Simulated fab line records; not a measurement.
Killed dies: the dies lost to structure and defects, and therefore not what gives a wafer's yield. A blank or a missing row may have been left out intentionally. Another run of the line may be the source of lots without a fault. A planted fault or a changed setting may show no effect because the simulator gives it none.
fab line records -- flow sky130
[record] lots = 5, wafers = 15, last-day = 50
route steps=708 shown VT_ADJUST_HVTP@90 VT_ADJUST_LVTN@97 VT_ADJUST_NCORE@119
lots that met no fault: taken from a fault-free run of the same line
start-h: hours from the record's first day to the start of the lot's first wafer shown -- wait-h: hours elapsed since this lot's preceding step -- " repeats the value in the row above -- L1.1+2: one row covering several wafers at once -- - value missing, or start not given -- * or withheld: withheld -- < > ~ a bound
route shown NAME@n: names a module that has steps shown in the file, with the first one's number in the route -- usual: mean and standard deviation over wafers with no fault -- same: alike in all rows -- chamber/n: place in a boat -- sites: each site's reading -- _std_site: the standard deviation of these -- _edge_site: the outer-site mean with the inner-site mean subtracted -- radius-mm: how far each site lies from the wafer's centre -- mask NAME#n: copy n -- behind: the last tool/chamber to shape the wafer -- hold: cause of the lot's hold/its duration in hours/its outcome -- device: whichever transistor did not switch (one of n, p or np) -- end of line: tests run on the same wafers once the route is complete -- step lacking rows: just its recipe -- killed: count of dies lost to structure and defects at first sort (not the wafer's yield) -- map: shows each die of a wafer: x if killed, . if not, _ if none is there
set.NAME: the run value of the setting; set.NAME@STEP: its run value at that earlier step -- model.NAME: the simulator's own value behind a step, which no gauge read
lots at some steps of the route; a table a step, a row a wafer
services: the hour from which a tool's chamber was out of use, counted from the record's first day as start-h (under 0 if before that day), plus the number of hours and why
[[steps]]
[step SKY_VT_ADJUST_HVTP_PEB_05]
[recipe] temp-c = withheld, time-s = *, resist = NOVOLAK
lot.wafer,tool,chamber,start-h,wait-h
L076.1+2+6,litho-track-04,0,-,-
L077.1+2+5,litho-track-02,0,-,-
L084.2+3+5,litho-track-03,0,-,-
L085.1+2+4,litho-track-04,0,-,-
L097.2+3+4,litho-track-02,0,-,-
[step SKY_VT_ADJUST_HVTP_DEVELOP_06]
[recipe] resist = NOVOLAK, developer = TMAH, develop-time-s = 60, dev-temp-c = 23
lot.wafer,tool,chamber,start-h,wait-h
L076.1+2+6,litho-track-04,0,135.22,0.1
L077.1+2+5,litho-track-02,0,137.27,0.1
L084.2+3+5,litho-track-03,0,188.60,0.1
L085.1+2+4,litho-track-04,0,192.37,0.1
L097.2+3+4,litho-track-02,0,269.40,0.1
[step SKY_VT_ADJUST_HVTP_CD_MEAS_07]
[recipe] target-cd-nm = 380
[usual] cd-nm = 379.5/2.7
lot.wafer,tool,chamber,start-h,wait-h,cd-nm
L076.1,cd-sem-01,-,135.37,0.1,376.9
L076.2,cd-sem-01,-,135.37,0.1,377.1
L076.6,cd-sem-01,-,135.37,0.1,373.8
L077.1,cd-sem-01,-,137.42,0.1,381.9
L077.2,cd-sem-01,-,137.42,0.1,384.0
L077.5,cd-sem-01,-,137.42,0.1,382.2
L084.2,cd-sem-02,-,188.75,0.1,377.5
L084.3,cd-sem-02,-,188.75,0.1,377.3
L084.5,cd-sem-02,-,188.75,0.1,378.9
L085.1,cd-sem-01,-,192.52,0.1,383.8
L085.2,cd-sem-01,-,192.52,0.1,385.5
L085.4,cd-sem-01,-,192.52,0.1,384.2
L097.2,cd-sem-01,-,269.54,0.1,376.3
L097.3,cd-sem-01,-,269.54,0.1,380.9
L097.4,cd-sem-01,-,269.54,0.1,377.0
[step SKY_VT_ADJUST_HVTP_OVL_MEAS_08]
[usual] VT_ADJUST_HVTP_OVL = 0.0/1.2
lot.wafer,tool,chamber,start-h,wait-h,VT_ADJUST_HVTP_OVL[nm]
L076.1,overlay-02,-,135.49,0.1,1.2
L076.2,overlay-02,-,135.49,0.1,0.8
L076.6,overlay-02,-,135.49,0.1,0.1
L077.1,overlay-01,-,137.54,0.1,1.3
L077.2,overlay-01,-,137.54,0.1,0.0
L077.5,overlay-01,-,137.54,0.1,0.8
L084.2,overlay-01,-,188.86,0.1,0.3
L084.3,overlay-01,-,188.86,0.1,0.0
L084.5,overlay-01,-,188.86,0.1,0.2
L085.1,overlay-01,-,192.64,0.1,0.4
L085.2,overlay-01,-,192.64,0.1,-1.6
L085.4,overlay-01,-,192.64,0.1,-1.6
L097.2,overlay-02,-,269.65,0.1,0.0
L097.3,overlay-02,-,269.65,0.1,0.7
L097.4,overlay-02,-,269.65,0.1,0.0
[step SKY_VT_ADJUST_HVTP_IMPLANT_09]
[recipe] species = As, energy-kev = 150, dose-cm2 = 4.3e+12, tilt-deg = withheld
lot.wafer,tool,chamber,start-h,wait-h
L076.1+2+6,implanter-01,0,135.52,0.0
L077.1+2+5,implanter-04,0,137.58,0.0
L084.2+3+5,implanter-04,0,188.91,0.0
L085.1+2+4,implanter-04,0,192.67,0.0
L097.2+3+4,implanter-01,0,269.70,0.0
[step SKY_VT_ADJUST_HVTP_STRIP_10]
[recipe] chemistry = O2/N2, power-w = 1400, pressure-mtorr = 1500, platen-temp-c = withheld, o2-flow-sccm = 3000, n2-flow-sccm = 300, overash-fraction = 0.5
[usual] drypump-motor-current-A = 5.9/0.41, oes-product-au = 0.716/0.0045, strip-time-to-endpoint-s = 14.19/0.04
lot.wafer,tool,chamber,start-h,wait-h,drypump-motor-current-A,oes-product-au,rf-hours-counter-h,strip-time-to-endpoint-s
L076.1,plasma-asher-04,1,135.67,0.1,5.9,0.711,31,14.17
L076.2,plasma-asher-04,0,135.67,0.1,5.2,0.720,31,14.17
L076.6,plasma-asher-04,0,135.67,0.1,5.2,0.709,-,14.12
L077.1,plasma-asher-01,0,137.73,0.1,6.4,0.705,47,14.26
L077.2,plasma-asher-01,1,137.73,0.1,5.9,0.721,47,14.23
L077.5,plasma-asher-01,0,137.73,0.1,6.4,0.710,-,14.23
L084.2,plasma-asher-03,0,189.04,0.1,6.4,0.714,50,14.18
L084.3,plasma-asher-03,1,189.04,0.1,6.0,0.709,-,14.20
L084.5,plasma-asher-03,1,189.04,0.1,6.0,0.719,-,14.19
L085.1,plasma-asher-01,1,192.82,0.1,5.9,0.715,52,14.18
L085.2,plasma-asher-01,0,192.82,0.1,6.4,0.714,52,14.16
L085.4,plasma-asher-01,0,192.82,0.1,6.4,0.724,-,14.18
L097.2,plasma-asher-03,0,269.83,0.1,6.4,0.718,58,14.18
L097.3,plasma-asher-03,0,269.83,0.1,6.4,0.716,-,14.19
L097.4,plasma-asher-03,1,269.83,0.1,6.1,0.719,-,14.18
[step SKY_VT_ADJUST_HVTP_TW_MEAS_11]
[usual] VT_ADJUST_HVTP_TW = 1359/6.4
lot.wafer,tool,chamber,start-h,wait-h,VT_ADJUST_HVTP_TW
L076.1,film-metro-04,-,135.77,0.1,1362
L076.2,film-metro-04,-,135.77,0.1,1361
L076.6,film-metro-04,-,135.77,0.1,1357
L077.1,film-metro-01,-,137.83,0.1,1364
L077.2,film-metro-01,-,137.83,0.1,1362
L077.5,film-metro-01,-,137.83,0.1,1359
L084.2,film-metro-04,-,189.15,0.1,1358
L084.3,film-metro-04,-,189.15,0.1,1364
L084.5,film-metro-04,-,189.15,0.1,1366
L085.1,film-metro-02,-,192.92,0.1,1357
L085.2,film-metro-02,-,192.92,0.1,1352
L085.4,film-metro-02,-,192.92,0.1,1357
L097.2,film-metro-01,-,269.94,0.1,1359
L097.3,film-metro-01,-,269.94,0.1,1361
L097.4,film-metro-01,-,269.94,0.1,1360
[step SKY_VT_ADJUST_LVTN_DEHYDRATE_00]
[recipe] temp-c = 200, time-s = 60
lot.wafer,tool,chamber,start-h,wait-h
L076.1+2+6,litho-track-04,0,144.22,8.4
L077.1+2+5,litho-track-03,0,146.98,9.1
L084.2+3+5,litho-track-01,0,199.34,10.2
L085.1+2+4,litho-track-03,0,202.98,10.0
L097.2+3+4,litho-track-03,0,280.30,10.4
[step SKY_VT_ADJUST_LVTN_HMDS_01]
[recipe] prime-time-s = 60, prime-temp-c = 120
lot.wafer,tool,chamber,start-h,wait-h
L076.1+2+6,litho-track-04,0,144.37,0.1
L077.1+2+5,litho-track-03,0,147.13,0.1
L084.2+3+5,litho-track-01,0,199.49,0.1
L085.1+2+4,litho-track-03,0,203.13,0.1
L097.2+3+4,litho-track-03,0,280.45,0.1
[step SKY_VT_ADJUST_LVTN_COAT_02]
[recipe] spin-rpm = 2000, resist-thk-nm = 3000
[usual] spin-speed-rpm = 2000.2/1.1
lot.wafer,tool,chamber,start-h,wait-h,spin-speed-rpm
L076.1,litho-track-04,0,144.52,0.1,1998.8
L076.2,litho-track-04,0,144.52,0.1,1999.9
L076.6,litho-track-04,0,144.52,0.1,2000.8
L077.1,litho-track-03,0,147.28,0.1,2000.1
L077.2,litho-track-03,0,147.28,0.1,2001.8
L077.5,litho-track-03,0,147.28,0.1,2000.2
L084.2,litho-track-01,0,199.64,0.1,2002.0
L084.3,litho-track-01,0,199.64,0.1,2002.0
L084.5,litho-track-01,0,199.64,0.1,1999.7
L085.1,litho-track-03,0,203.28,0.1,1999.7
L085.2,litho-track-03,0,203.28,0.1,1998.3
L085.4,litho-track-03,0,203.28,0.1,1998.6
L097.2,litho-track-03,0,280.60,0.1,2001.1
L097.3,litho-track-03,0,280.60,0.1,2001.2
L097.4,litho-track-03,0,280.60,0.1,1999.3
[step SKY_VT_ADJUST_LVTN_SOFTBAKE_03]
[recipe] temp-c = 110, time-s = withheld
lot.wafer,tool,chamber,start-h,wait-h
L076.1+2+6,litho-track-04,0,144.67,0.1
L077.1+2+5,litho-track-03,0,147.43,0.1
L084.2+3+5,litho-track-01,0,199.79,0.1
L085.1+2+4,litho-track-03,0,203.43,0.1
L097.2+3+4,litho-track-03,0,280.76,0.1
[step SKY_VT_ADJUST_LVTN_EXPOSE_04]
[recipe] mask-id = NWM_COMPLEMENT_LESS_NATIVE, na = 0.6, source-shape = conventional, sigma-outer = 0.6, polarization = unpolarized, target-cd-nm = 840, dose-mj = 194
lot.wafer,tool,chamber,start-h,wait-h,mask
L076.1+2+6,iline-stepper-02,0,-,-,NWM_COMPLEMENT_LESS_NATIVE#0
L077.1+2+5,iline-stepper-02,0,-,-,NWM_COMPLEMENT_LESS_NATIVE#0
L084.2+3+5,iline-stepper-01,0,-,-,NWM_COMPLEMENT_LESS_NATIVE#0
L085.1+2+4,iline-stepper-01,0,-,-,NWM_COMPLEMENT_LESS_NATIVE#0
L097.2+3+4,iline-stepper-01,0,-,-,NWM_COMPLEMENT_LESS_NATIVE#0
[step SKY_VT_ADJUST_LVTN_PEB_05]
[recipe] temp-c = 115, time-s = withheld
lot.wafer,tool,chamber,start-h,wait-h
L076.1+2+6,litho-track-04,0,-,-
L077.1+2+5,litho-track-04,0,-,-
L084.2+3+5,litho-track-04,0,-,-
L085.1+2+4,litho-track-01,0,-,-
L097.2+3+4,litho-track-01,0,-,-
[step SKY_VT_ADJUST_LVTN_DEVELOP_06]
[recipe] wall-angle-deg = 90, developer = TMAH, develop-time-s = 60, dev-temp-c = 23
lot.wafer,tool,chamber,start-h,wait-h
L076.1+2+6,litho-track-04,0,-,-
L077.1+2+5,litho-track-04,0,-,-
L084.2+3+5,litho-track-04,0,-,-
L085.1+2+4,litho-track-01,0,-,-
L097.2+3+4,litho-track-01,0,-,-
[step SKY_VT_ADJUST_LVTN_OVL_MEAS_07]
[usual] VT_ADJUST_LVTN_OVL = 0.0/1.4
lot.wafer,tool,chamber,start-h,wait-h,VT_ADJUST_LVTN_OVL[nm]
L076.1,overlay-02,-,155.22,-,0.2
L076.2,overlay-02,-,155.22,-,-0.3
L076.6,overlay-02,-,155.22,-,-1.7
L077.1,overlay-02,-,157.77,-,-1.8
L077.2,overlay-02,-,157.77,-,-1.4
L077.5,overlay-02,-,157.77,-,-1.1
L084.2,overlay-02,-,211.12,-,0.8
L084.3,overlay-02,-,211.12,-,-0.6
L084.5,overlay-02,-,211.12,-,1.1
L085.1,overlay-01,-,213.96,-,-2.5
L085.2,overlay-01,-,213.96,-,-1.3
L085.4,overlay-01,-,213.96,-,-1.7
L097.2,overlay-02,-,290.07,-,0.9
L097.3,overlay-02,-,290.07,-,-0.1
L097.4,overlay-02,-,290.07,-,1.1
[step SKY_VT_ADJUST_LVTN_IMPLANT_08]
[recipe] species = B, energy-kev = 30, dose-cm2 = 1.57e+12, tilt-deg = withheld
lot.wafer,tool,chamber,start-h,wait-h
L076.1+2+6,implanter-04,0,155.25,0.0
L077.1+2+5,implanter-01,0,157.80,0.0
L084.2+3+5,implanter-03,0,211.18,0.0
L085.1+2+4,implanter-03,0,214.00,0.0
L097.2+3+4,implanter-04,0,290.12,0.0
[step SKY_VT_ADJUST_LVTN_STRIP_09]
[recipe] chemistry = O2/N2, power-w = 1400, pressure-mtorr = 1500, platen-temp-c = withheld, o2-flow-sccm = 3000, n2-flow-sccm = 300, overash-fraction = 0.5
[usual] drypump-motor-current-A = 6.0/0.31, oes-product-au = 0.722/0.0042, strip-time-to-endpoint-s = 36.95/0.083
lot.wafer,tool,chamber,start-h,wait-h,drypump-motor-current-A,oes-product-au,rf-hours-counter-h,strip-time-to-endpoint-s
L076.1,plasma-asher-01,1,155.40,0.1,5.9,0.733,48,36.90
L076.2,plasma-asher-01,0,155.40,0.1,6.4,0.715,48,36.97
L076.6,plasma-asher-01,1,155.40,0.1,5.9,0.724,-,36.97
L077.1,plasma-asher-02,1,157.95,0.1,5.6,0.727,4,36.99
L077.2,plasma-asher-02,0,157.95,0.1,5.8,0.720,4,37.01
L077.5,plasma-asher-02,0,157.95,0.1,5.8,0.719,-,36.88
L084.2,plasma-asher-02,1,211.30,0.1,5.6,0.719,9,36.96
L084.3,plasma-asher-02,0,211.30,0.1,5.8,0.720,-,37.03
L084.5,plasma-asher-02,0,211.30,0.1,5.8,0.725,-,36.91
L085.1,plasma-asher-03,1,214.15,0.1,6.0,0.714,52,36.97
L085.2,plasma-asher-03,0,214.15,0.1,6.4,0.724,52,37.02
L085.4,plasma-asher-03,0,214.15,0.1,6.4,0.718,-,36.96
L097.2,plasma-asher-03,0,290.25,0.1,6.4,0.722,60,37.11
L097.3,plasma-asher-03,1,290.25,0.1,6.0,0.729,-,37.13
L097.4,plasma-asher-03,0,290.25,0.1,6.4,0.718,-,37.02
[step SKY_VT_ADJUST_LVTN_TW_MEAS_10]
[usual] VT_ADJUST_LVTN_TW = 242.0/1.1
lot.wafer,tool,chamber,start-h,wait-h,VT_ADJUST_LVTN_TW
L076.1,film-metro-02,-,155.50,0.1,242.8
L076.2,film-metro-02,-,155.50,0.1,243.0
L076.6,film-metro-02,-,155.50,0.1,241.8
L077.1,film-metro-03,-,158.05,0.1,240.8
L077.2,film-metro-03,-,158.05,0.1,241.8
L077.5,film-metro-03,-,158.05,0.1,240.8
L084.2,film-metro-01,-,211.41,0.1,242.9
L084.3,film-metro-01,-,211.41,0.1,242.2
L084.5,film-metro-01,-,211.41,0.1,241.8
L085.1,film-metro-03,-,214.25,0.1,241.9
L085.2,film-metro-03,-,214.25,0.1,242.5
L085.4,film-metro-03,-,214.25,0.1,240.4
L097.2,film-metro-02,-,290.36,0.1,243.3
L097.3,film-metro-02,-,290.36,0.1,242.3
L097.4,film-metro-02,-,290.36,0.1,243.5
[step SKY_VT_ADJUST_LVTN_DEHYDRATE_11]
[recipe] temp-c = 200, time-s = 60
lot.wafer,tool,chamber,start-h,wait-h
L076.1+2+6,litho-track-01,0,164.86,9.3
L077.1+2+5,litho-track-01,0,167.01,8.9
L084.2+3+5,litho-track-04,0,222.49,11.1
L085.1+2+4,litho-track-04,0,224.67,10.4
L097.2+3+4,litho-track-01,0,298.94,8.6
[step SKY_VT_ADJUST_LVTN_HMDS_12]
[recipe] prime-time-s = 60, prime-temp-c = 120
lot.wafer,tool,chamber,start-h,wait-h
L076.1+2+6,litho-track-01,0,165.01,0.1
L077.1+2+5,litho-track-01,0,167.16,0.1
L084.2+3+5,litho-track-04,0,222.64,0.1
L085.1+2+4,litho-track-04,0,224.82,0.1
L097.2+3+4,litho-track-01,0,299.09,0.1
[step SKY_VT_ADJUST_LVTN_COAT_13]
[recipe] resist = NOVOLAK, spin-rpm = 3000, resist-thk-nm = 1140
[usual] spin-speed-rpm = 2999.9/1.8
lot.wafer,tool,chamber,start-h,wait-h,spin-speed-rpm
L076.1,litho-track-01,0,165.16,0.1,2999.6
L076.2,litho-track-01,0,165.16,0.1,2998.9
L076.6,litho-track-01,0,165.16,0.1,3000.7
L077.1,litho-track-01,0,167.31,0.1,2998.7
L077.2,litho-track-01,0,167.31,0.1,3001.1
L077.5,litho-track-01,0,167.31,0.1,3001.0
L084.2,litho-track-04,0,222.79,0.1,2998.0
L084.3,litho-track-04,0,222.79,0.1,2996.4
L084.5,litho-track-04,0,222.79,0.1,2998.3
L085.1,litho-track-04,0,224.97,0.1,3003.5
L085.2,litho-track-04,0,224.97,0.1,2995.1
L085.4,litho-track-04,0,224.97,0.1,2997.7
L097.2,litho-track-01,0,299.24,0.1,3000.5
L097.3,litho-track-01,0,299.24,0.1,2999.4
L097.4,litho-track-01,0,299.24,0.1,2999.3
[step SKY_VT_ADJUST_LVTN_SOFTBAKE_14]
[recipe] temp-c = 90, time-s = 60, resist = NOVOLAK
lot.wafer,tool,chamber,start-h,wait-h
L076.1+2+6,litho-track-01,0,165.31,0.1
L077.1+2+5,litho-track-01,0,167.46,0.1
L084.2+3+5,litho-track-04,0,222.94,0.1
L085.1+2+4,litho-track-04,0,225.12,0.1
L097.2+3+4,litho-track-01,0,299.39,0.1
[step SKY_VT_ADJUST_LVTN_EXPOSE_15]
[recipe] mask-id = HVN_STD_DERIVED, na = 0.6, source-shape = conventional, sigma-outer = 0.6, polarization = unpolarized, target-cd-nm = 600, dose-mj = 163
lot.wafer,tool,chamber,start-h,wait-h,mask
L076.1+2+6,iline-stepper-01,0,-,-,HVN_STD_DERIVED#0
L077.1+2+5,iline-stepper-02,0,-,-,HVN_STD_DERIVED#0
L084.2+3+5,iline-stepper-02,0,-,-,HVN_STD_DERIVED#0
L085.1+2+4,iline-stepper-02,0,-,-,HVN_STD_DERIVED#0
L097.2+3+4,iline-stepper-02,0,-,-,HVN_STD_DERIVED#0
[step SKY_VT_ADJUST_LVTN_PEB_16]
[recipe] temp-c = withheld, time-s = *, resist = NOVOLAK
lot.wafer,tool,chamber,start-h,wait-h
L076.1+2+6,litho-track-03,0,-,-
L077.1+2+5,litho-track-01,0,-,-
L084.2+3+5,litho-track-03,0,-,-
L085.1+2+4,litho-track-01,0,-,-
L097.2+3+4,litho-track-04,0,-,-
[step SKY_VT_ADJUST_LVTN_DEVELOP_17]
[recipe] resist = NOVOLAK, developer = TMAH, develop-time-s = 60, dev-temp-c = 23
lot.wafer,tool,chamber,start-h,wait-h
L076.1+2+6,litho-track-03,0,175.68,0.1
L077.1+2+5,litho-track-01,0,177.96,0.1
L084.2+3+5,litho-track-03,0,233.90,0.1
L085.1+2+4,litho-track-01,0,236.01,0.1
L097.2+3+4,litho-track-04,0,307.54,0.1
[step SKY_VT_ADJUST_LVTN_OVL_MEAS_18]
[usual] VT_ADJUST_LVTN_01_OVL = -0.6/1.5
lot.wafer,tool,chamber,start-h,wait-h,VT_ADJUST_LVTN_01_OVL[nm]
L076.1,overlay-02,-,175.83,0.1,-0.3
L076.2,overlay-02,-,175.83,0.1,0.9
L076.6,overlay-02,-,175.83,0.1,0.0
L077.1,overlay-01,-,178.11,0.1,-0.2
L077.2,overlay-01,-,178.11,0.1,0.3
L077.5,overlay-01,-,178.11,0.1,0.0
L084.2,overlay-01,-,234.04,0.1,0.0
L084.3,overlay-01,-,234.04,0.1,1.0
L084.5,overlay-01,-,234.04,0.1,0.8
L085.1,overlay-02,-,236.16,0.1,-1.4
L085.2,overlay-02,-,236.16,0.1,-2.5
L085.4,overlay-02,-,236.16,0.1,0.2
L097.2,overlay-02,-,307.67,0.1,-0.3
L097.3,overlay-02,-,307.67,0.1,-0.9
L097.4,overlay-02,-,307.67,0.1,-2.8
[step SKY_VT_ADJUST_LVTN_IMPLANT_19]
[recipe] species = B, energy-kev = 30, dose-cm2 = 6.5e+11, tilt-deg = withheld
lot.wafer,tool,chamber,start-h,wait-h
L076.1+2+6,implanter-03,0,175.87,0.0
L077.1+2+5,implanter-04,0,178.15,0.0
L084.2+3+5,implanter-04,0,234.09,0.0
L085.1+2+4,implanter-01,0,236.20,0.0
L097.2+3+4,implanter-01,0,307.73,0.0
[step SKY_VT_ADJUST_LVTN_STRIP_20]
[recipe] chemistry = O2/N2, power-w = 1400, pressure-mtorr = 1500, platen-temp-c = withheld, o2-flow-sccm = 3000, n2-flow-sccm = 300, overash-fraction = 0.5
[usual] drypump-motor-current-A = 6.0/0.31, oes-product-au = 0.715/0.0045, strip-time-to-endpoint-s = 14.19/0.039
lot.wafer,tool,chamber,start-h,wait-h,drypump-motor-current-A,oes-product-au,rf-hours-counter-h,strip-time-to-endpoint-s
L076.1,plasma-asher-02,0,176.02,0.1,5.8,0.711,6,14.19
L076.2,plasma-asher-02,1,176.02,0.1,5.6,0.713,6,14.20
L076.6,plasma-asher-02,1,176.02,0.1,5.6,0.722,-,14.22
L077.1,plasma-asher-01,0,178.30,0.1,6.4,0.723,50,14.11
L077.2,plasma-asher-01,1,178.30,0.1,5.9,0.712,50,14.15
L077.5,plasma-asher-01,0,178.30,0.1,6.4,0.714,-,14.18
L084.2,plasma-asher-01,0,234.22,0.1,6.4,0.716,56,14.22
L084.3,plasma-asher-01,1,234.22,0.1,5.9,0.716,-,14.19
L084.5,plasma-asher-01,0,234.22,0.1,6.4,0.712,-,14.14
L085.1,plasma-asher-02,0,236.35,0.1,5.9,0.710,11,14.21
L085.2,plasma-asher-02,1,236.35,0.1,5.6,0.718,11,14.16
L085.4,plasma-asher-02,0,236.35,0.1,5.9,0.725,-,14.15
L097.2,plasma-asher-02,0,307.85,0.1,5.8,0.720,19,14.28
L097.3,plasma-asher-02,1,307.85,0.1,5.6,0.717,-,14.30
L097.4,plasma-asher-02,0,307.85,0.1,5.8,0.712,-,14.29
[step SKY_VT_ADJUST_LVTN_TW_MEAS_21]
[usual] VT_ADJUST_LVTN_2_TW = 188.6/0.81
lot.wafer,tool,chamber,start-h,wait-h,VT_ADJUST_LVTN_2_TW
L076.1,film-metro-02,-,176.12,0.1,189.4
L076.2,film-metro-02,-,176.12,0.1,188.4
L076.6,film-metro-02,-,176.12,0.1,188.6
L077.1,film-metro-02,-,178.40,0.1,188.5
L077.2,film-metro-02,-,178.40,0.1,188.4
L077.5,film-metro-02,-,178.40,0.1,189.1
L084.2,film-metro-03,-,234.33,0.1,187.8
L084.3,film-metro-03,-,234.33,0.1,188.6
L084.5,film-metro-03,-,234.33,0.1,188.8
L085.1,film-metro-02,-,236.45,0.1,189.8
L085.2,film-metro-02,-,236.45,0.1,187.7
L085.4,film-metro-02,-,236.45,0.1,188.2
L097.2,film-metro-03,-,307.96,0.1,189.9
L097.3,film-metro-03,-,307.96,0.1,190.2
L097.4,film-metro-03,-,307.96,0.1,189.1
[step SKY_VT_ADJUST_NCORE_DEHYDRATE_00]
[recipe] temp-c = 200, time-s = 60
lot.wafer,tool,chamber,start-h,wait-h
L076.1+2+6,litho-track-04,0,185.77,9.6
L077.1+2+5,litho-track-02,0,188.02,9.6
L084.2+3+5,litho-track-04,0,245.39,11.1
L085.1+2+4,litho-track-01,0,247.31,10.9
L097.2+3+4,litho-track-04,0,318.84,10.9
[step SKY_VT_ADJUST_NCORE_HMDS_01]
[recipe] prime-time-s = 60, prime-temp-c = 120
lot.wafer,tool,chamber,start-h,wait-h
L076.1+2+6,litho-track-04,0,185.92,0.1
L077.1+2+5,litho-track-02,0,188.17,0.1
L084.2+3+5,litho-track-04,0,245.54,0.1
L085.1+2+4,litho-track-01,0,247.46,0.1
L097.2+3+4,litho-track-04,0,318.99,0.1
[step SKY_VT_ADJUST_NCORE_COAT_02]
[recipe] resist = NOVOLAK, spin-rpm = 3000, resist-thk-nm = 1140
[usual] spin-speed-rpm = 3000.1/2.1
lot.wafer,tool,chamber,start-h,wait-h,spin-speed-rpm
L076.1,litho-track-04,0,186.07,0.1,2997.1
L076.2,litho-track-04,0,186.07,0.1,2997.4
L076.6,litho-track-04,0,186.07,0.1,2998.1
L077.1,litho-track-02,0,188.32,0.1,3004.1
L077.2,litho-track-02,0,188.32,0.1,3001.0
L077.5,litho-track-02,0,188.32,0.1,3001.5
L084.2,litho-track-04,0,245.69,0.1,3000.9
L084.3,litho-track-04,0,245.69,0.1,2997.0
L084.5,litho-track-04,0,245.69,0.1,2997.6
L085.1,litho-track-01,0,247.61,0.1,3001.8
L085.2,litho-track-01,0,247.61,0.1,3003.8
L085.4,litho-track-01,0,247.61,0.1,2998.9
L097.2,litho-track-04,0,319.14,0.1,2995.9
L097.3,litho-track-04,0,319.14,0.1,2999.1
L097.4,litho-track-04,0,319.14,0.1,2995.3
[step SKY_VT_ADJUST_NCORE_SOFTBAKE_03]
[recipe] temp-c = 90, time-s = 60, resist = NOVOLAK
lot.wafer,tool,chamber,start-h,wait-h
L076.1+2+6,litho-track-04,0,186.22,0.1
L077.1+2+5,litho-track-02,0,188.47,0.1
L084.2+3+5,litho-track-04,0,245.84,0.1
L085.1+2+4,litho-track-01,0,247.76,0.1
L097.2+3+4,litho-track-04,0,319.29,0.1
[step SKY_VT_ADJUST_NCORE_EXPOSE_04]
[recipe] mask-id = LVTN_COMPLEMENT_THIN, na = 0.6, source-shape = conventional, sigma-outer = 0.6, polarization = unpolarized, target-cd-nm = 380, dose-mj = 139
lot.wafer,tool,chamber,start-h,wait-h,mask
L076.1+2+6,iline-stepper-02,0,-,-,LVTN_COMPLEMENT_THIN#0
L077.1+2+5,iline-stepper-01,0,-,-,LVTN_COMPLEMENT_THIN#0
L084.2+3+5,iline-stepper-01,0,-,-,LVTN_COMPLEMENT_THIN#0
L085.1+2+4,iline-stepper-02,0,-,-,LVTN_COMPLEMENT_THIN#0
L097.2+3+4,iline-stepper-01,0,-,-,LVTN_COMPLEMENT_THIN#0
[step SKY_VT_ADJUST_NCORE_PEB_05]
[recipe] temp-c = withheld, time-s = *, resist = NOVOLAK
lot.wafer,tool,chamber,start-h,wait-h
L076.1+2+6,litho-track-04,0,-,-
L077.1+2+5,litho-track-01,0,-,-
L084.2+3+5,litho-track-02,0,-,-
L085.1+2+4,litho-track-04,0,-,-
L097.2+3+4,litho-track-04,0,-,-
[step SKY_VT_ADJUST_NCORE_DEVELOP_06]
[recipe] resist = NOVOLAK, developer = TMAH, develop-time-s = 60, dev-temp-c = 23
lot.wafer,tool,chamber,start-h,wait-h
L076.1+2+6,litho-track-04,0,197.07,0.1
L077.1+2+5,litho-track-01,0,198.51,0.1
L084.2+3+5,litho-track-02,0,257.10,0.1
L085.1+2+4,litho-track-04,0,258.37,0.1
L097.2+3+4,litho-track-04,0,332.24,0.1
[step SKY_VT_ADJUST_NCORE_CD_MEAS_07]
[recipe] target-cd-nm = 380
[usual] cd-nm = 380.0/2.4
lot.wafer,tool,chamber,start-h,wait-h,cd-nm
L076.1,cd-sem-01,-,197.22,0.1,381.9
L076.2,cd-sem-01,-,197.22,0.1,380.8
L076.6,cd-sem-01,-,197.22,0.1,377.1
L077.1,cd-sem-01,-,198.66,0.1,377.1
L077.2,cd-sem-01,-,198.66,0.1,374.7
L077.5,cd-sem-01,-,198.66,0.1,377.9
L084.2,cd-sem-02,-,257.24,0.1,380.3
L084.3,cd-sem-02,-,257.24,0.1,380.9
L084.5,cd-sem-02,-,257.24,0.1,382.8
L085.1,cd-sem-01,-,258.52,0.1,379.5
L085.2,cd-sem-01,-,258.52,0.1,379.0
L085.4,cd-sem-01,-,258.52,0.1,377.6
L097.2,cd-sem-01,-,332.39,0.1,382.8
L097.3,cd-sem-01,-,332.39,0.1,379.1
L097.4,cd-sem-01,-,332.39,0.1,382.0
[[services]]
tool,chamber,start-h,hours,kind
plasma-asher-02,0,117.75,-,clean
plasma-asher-02,1,117.75,-,clean
implanter-03,-,141.82,4.9,pm
iline-stepper-02,-,145.11,1.7,pm
iline-stepper-01,0,151.41,-,calibration
plasma-asher-01,-,167.51,2.8,pm
iline-stepper-01,-,177.75,1.1,repair
plasma-asher-02,-,179.24,2.8,pm
implanter-04,-,214.64,4.1,repair
plasma-asher-04,-,236.46,13.9,repair
iline-stepper-02,-,241.20,1.9,repair
implanter-04,-,250.16,0.9,repair
iline-stepper-02,0,252.74,-,calibration
implanter-03,-,258.56,3.3,repair
iline-stepper-01,-,304.25,1.7,pm
[[key]]
fault none
